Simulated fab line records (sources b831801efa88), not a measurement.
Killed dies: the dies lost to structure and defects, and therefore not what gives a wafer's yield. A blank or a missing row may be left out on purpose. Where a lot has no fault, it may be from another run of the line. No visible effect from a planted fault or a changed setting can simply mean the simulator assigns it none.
Matching of chambers / flow gf180mcu / rieDiel-04 running GF_POLY_GATE_ETCH_12: 4 sister chambers
The step etches BARC in N2/H2. 16 wafers are shown with their chamber, then 8 later ones without.

WAFERS, EACH WITH ITS CHAMBER
wafer=L076.1; chamber=0; drypumpMotorCurrentA (A)=5.9; throttleValvePct (%)=13.206; oesProductAu (a.u.)=0.742
wafer=L076.2; chamber=2; drypumpMotorCurrentA (A)=5.1; throttleValvePct (%)=13.238; oesProductAu (a.u.)=0.735
wafer=L076.3; chamber=3; drypumpMotorCurrentA (A)=5.3; throttleValvePct (%)=13.219; oesProductAu (a.u.)=0.742
wafer=L078.1; chamber=3; drypumpMotorCurrentA (A)=5.3; throttleValvePct (%)=13.217; oesProductAu (a.u.)=0.749
wafer=L078.2; chamber=0; drypumpMotorCurrentA (A)=5.9; throttleValvePct (%)=13.222; oesProductAu (a.u.)=0.733
wafer=L078.4; chamber=1; drypumpMotorCurrentA (A)=5.8; throttleValvePct (%)=13.222; oesProductAu (a.u.)=0.735
wafer=L083.3; chamber=2; drypumpMotorCurrentA (A)=5.2; throttleValvePct (%)=13.223; oesProductAu (a.u.)=0.733
wafer=L083.4; chamber=0; drypumpMotorCurrentA (A)=5.9; throttleValvePct (%)=13.215; oesProductAu (a.u.)=0.737
wafer=L083.5; chamber=1; drypumpMotorCurrentA (A)=5.8; throttleValvePct (%)=13.209; oesProductAu (a.u.)=0.727
wafer=L087.4; chamber=1; drypumpMotorCurrentA (A)=5.8; throttleValvePct (%)=13.180; oesProductAu (a.u.)=0.729
wafer=L087.5; chamber=3; drypumpMotorCurrentA (A)=5.3; throttleValvePct (%)=13.211; oesProductAu (a.u.)=0.732
wafer=L087.6; chamber=2; drypumpMotorCurrentA (A)=5.2; throttleValvePct (%)=13.227; oesProductAu (a.u.)=0.733
wafer=L089.2; chamber=0; drypumpMotorCurrentA (A)=5.9; throttleValvePct (%)=13.199; oesProductAu (a.u.)=0.732
wafer=L089.5; chamber=0; drypumpMotorCurrentA (A)=5.9; throttleValvePct (%)=13.201; oesProductAu (a.u.)=0.732
wafer=L089.6; chamber=3; drypumpMotorCurrentA (A)=5.3; throttleValvePct (%)=13.222; oesProductAu (a.u.)=0.732
wafer=L092.2; chamber=2; drypumpMotorCurrentA (A)=5.1; throttleValvePct (%)=13.217; oesProductAu (a.u.)=0.730

SIGNATURES (means of the wafers above)
reading=drypumpMotorCurrentA; chamber 0=5.900; chamber 1=5.800; chamber 2=5.150; chamber 3=5.300; scatter within a chamber=0.0289
reading=throttleValvePct; chamber 0=13.20860; chamber 1=13.20367; chamber 2=13.22625; chamber 3=13.21725; scatter within a chamber=0.0116
reading=oesProductAu; chamber 0=0.73520; chamber 1=0.73033; chamber 2=0.73275; chamber 3=0.73875; scatter within a chamber=0.00524
Rule: for each reading, subtract the chamber's mean from the wafer's reading, divide by that reading's scatter and square the result; add these up over the readings and take the root, which gives the wafer's distance from the chamber. If the next closest chamber is less than 2 further off than the closest, the wafer can't be placed; otherwise it belongs to the closest. The scatter: the root of (the sum of the squares of (reading less its chamber's mean) over the shown wafers, divided by (wafers less chambers)).

WAFERS WITHOUT THEIR CHAMBER
wafer=L092.4; drypumpMotorCurrentA (A)=5.8; throttleValvePct (%)=13.213; oesProductAu (a.u.)=0.732
wafer=L092.5; drypumpMotorCurrentA (A)=5.8; throttleValvePct (%)=13.221; oesProductAu (a.u.)=0.736
wafer=L096.1; drypumpMotorCurrentA (A)=5.9; throttleValvePct (%)=13.201; oesProductAu (a.u.)=0.741
wafer=L096.3; drypumpMotorCurrentA (A)=5.3; throttleValvePct (%)=13.210; oesProductAu (a.u.)=0.734
wafer=L096.5; drypumpMotorCurrentA (A)=5.3; throttleValvePct (%)=13.203; oesProductAu (a.u.)=0.736
wafer=L097.4; drypumpMotorCurrentA (A)=5.8; throttleValvePct (%)=13.218; oesProductAu (a.u.)=0.739
wafer=L097.5; drypumpMotorCurrentA (A)=5.8; throttleValvePct (%)=13.214; oesProductAu (a.u.)=0.719
wafer=L097.6; drypumpMotorCurrentA (A)=5.1; throttleValvePct (%)=13.202; oesProductAu (a.u.)=0.737

WHICH CHAMBER EACH WENT THROUGH
wafer=L092.4; from the rows above=1; in truth=1
wafer=L092.5; from the rows above=can't be placed: 1 or 0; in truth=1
wafer=L096.1; from the rows above=0; in truth=0
wafer=L096.3; from the rows above=3; in truth=3
wafer=L096.5; from the rows above=3; in truth=3
wafer=L097.4; from the rows above=can't be placed: 1 or 0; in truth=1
wafer=L097.5; from the rows above=1; in truth=1
wafer=L097.6; from the rows above=2; in truth=2
6 of 8 placed correctly. Unplaceable from these rows: 2, with the true chamber sitting among the candidates in 2. Number placed wrongly: 0.
